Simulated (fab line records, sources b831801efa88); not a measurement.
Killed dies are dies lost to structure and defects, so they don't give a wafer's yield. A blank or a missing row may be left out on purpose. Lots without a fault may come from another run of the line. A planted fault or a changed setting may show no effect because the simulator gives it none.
Chamber matching | flow gf180mcu | GF_STI_CMP_25 on cmp-01: 4 sister chambers
The step polishes, stops on Si3N4, t overpolish 33 s, target thk 524.6 nm. 8 wafers are shown with their chamber, then 8 later ones without.

WAFERS WITH THEIR CHAMBER
wafer  | chamber | motor_current_A (A) | overpolish_run_s (s)
L526.3 | 2       | 12.4                | 33.010
L526.6 | 1       | 12.0                | 33.000
L529.2 | 1       | 11.2                | 32.992
L529.4 | 0       | 13.4                | 32.999
L531.4 | 0       | 13.1                | 33.002
L531.5 | 3       | 10.6                | 33.018
L531.6 | 2       | 12.7                | 33.004
L536.2 | 3       | 10.4                | 32.999

WAFERS WITHOUT THEIR CHAMBER
wafer  | motor_current_A (A) | overpolish_run_s (s)
L536.3 | 12.8                | 32.994
L536.5 | 10.1                | 33.007
L539.4 | 10.5                | 33.004
L539.5 | 12.9                | 33.000
L539.6 | 10.9                | 33.007
L543.3 | 12.3                | 32.994
L543.4 | 13.6                | 33.008
L543.5 | 10.9                | 33.002

WHICH CHAMBER EACH WENT THROUGH
wafer  | from the rows above          | in truth
L536.3 | can't be placed: 0 or 2      | 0
L536.5 | 3                            | 3
L539.4 | 3                            | 3
L539.5 | can't be placed: 0 or 2      | 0
L539.6 | can't be placed: 3 or 1      | 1
L543.3 | can't be placed: 2 or 1 or 0 | 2
L543.4 | can't be placed: 0 or 2      | 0
L543.5 | can't be placed: 3 or 1      | 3
Placed correctly: 2 of 8. Can't be placed from these rows: 6 (the true chamber is among the candidates in 6). Placed wrongly: 0.
How it was worked out, from the rows above alone: a wafer's distance from a chamber is the root of the sum, over the readings, of the square of ((its reading less the chamber's mean) divided by the reading's scatter). The wafer belongs to the nearest chamber; if the next one is less than 2 further off, it can't be placed. A chamber's mean is the mean of its shown wafers. The scatter: the root of (the sum of the squares of (reading less its chamber's mean) over the shown wafers, divided by (wafers less chambers)).
